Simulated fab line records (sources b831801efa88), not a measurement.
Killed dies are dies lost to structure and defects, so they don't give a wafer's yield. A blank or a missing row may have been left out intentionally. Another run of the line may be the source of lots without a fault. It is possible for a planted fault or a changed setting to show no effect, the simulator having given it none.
2 desks, one fault | flow gf180mcu | each desk has only its own numbers; what lay behind them comes last

AT THE METROLOGY DESK
Means of the sampled wafers that have a number, per lot and without regard to the tool the lot ran on: this is what the gauges read. Marked OUT: a lot whose mean sits more than 4 standard deviations from the usual mean, which makes it out of limits; the brackets give that distance.
Columns: A = NWELL_TW at GF_NWELL_TW_MEAS_11, usual 1575; B = NWELL_RS at GF_VT_IMPLANT_RS_MEAS_47, usual 488.0 ohm/sq
lot  | first seen here | A               | B
L730 | day 3 21:36     | 1572            | 487.8
L733 | day 4 12:31     | 1550            | 486.6
L734 | day 4 16:49     | 1551            | 488.0
L736 | day 5 02:04     | 1577            | 488.5
L737 | day 5 10:21     | 1582            | 488.3
L738 | day 5 15:32     | 1571            | 487.9
L741 | day 6 07:32     | 1585            | 487.2
L747 | day 7 18:35     | 1486 (-7.4) OUT | 554.7 (+51) OUT
L748 | day 7 20:11     | 1477 (-8.2) OUT | 559.3 (+55) OUT
L749 | day 8 00:58     | 1583            | 486.1
L750 | day 8 08:06     | 1583            | 490.1
L751 | day 8 13:50     | 1582            | 487.4
This desk's result: L747, L748 out of limits, first on L747 (NWELL_TW at GF_NWELL_TW_MEAS_11), day 7 18:35. L730, L733, L734, L736, L737, L738, L741, L749, L750, L751 stayed within limits.

DESK OF THE TOOL OWNER: implanter-04
For each lot that ran on this tool, the mean over its sampled wafers that have a number, from the tool's own readings at GF_NWELL_IMPLANT_08. Marked OUT: a lot whose mean sits more than 4 standard deviations from the usual mean, which makes it out of limits; the brackets give that distance.
Columns: A = beam_on_s at GF_NWELL_IMPLANT_08, usual 10.00 s; B = faraday_current_uA at GF_NWELL_IMPLANT_08, usual 84.6
lot  | first seen here | A              | B
L730 | day 3 21:12     | 10.08          | 84.2
L734 | day 4 16:26     | 9.94           | 85.1
L736 | day 5 01:41     | 10.29          | 82.2
L737 | day 5 09:57     | 10.10          | 83.9
L738 | day 5 15:08     | 9.83           | 85.8
L747 | day 7 18:11     | 7.77 (-11) OUT | 109.2 (+14) OUT
L748 | day 7 19:47     | 7.73 (-11) OUT | 109.3 (+15) OUT
This desk's finding: out of limits on L747, L748; first on L747, day 7 18:11 (beam_on_s at GF_NWELL_IMPLANT_08). L730, L734, L736, L737, L738 stayed within limits.

ALL TOGETHER
At day 7 18:11, on L747, L748, the tool owner's desk was in a position to raise an alarm.
At day 7 18:35 the metrology desk could have sounded an alarm, on L747, L748.
The lots listed all ran GF_NWELL_IMPLANT_08 on implanter-04.

WHAT THE SIMULATOR PUT IN
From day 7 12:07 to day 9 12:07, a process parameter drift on implanter-04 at GF_NWELL_IMPLANT_08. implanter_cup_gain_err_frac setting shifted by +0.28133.
Shown lots that were struck: L747, L748.
Time in hours from fault onset to the first out-of-limits reading at each desk: tool owner's desk 6, metrology desk 6.
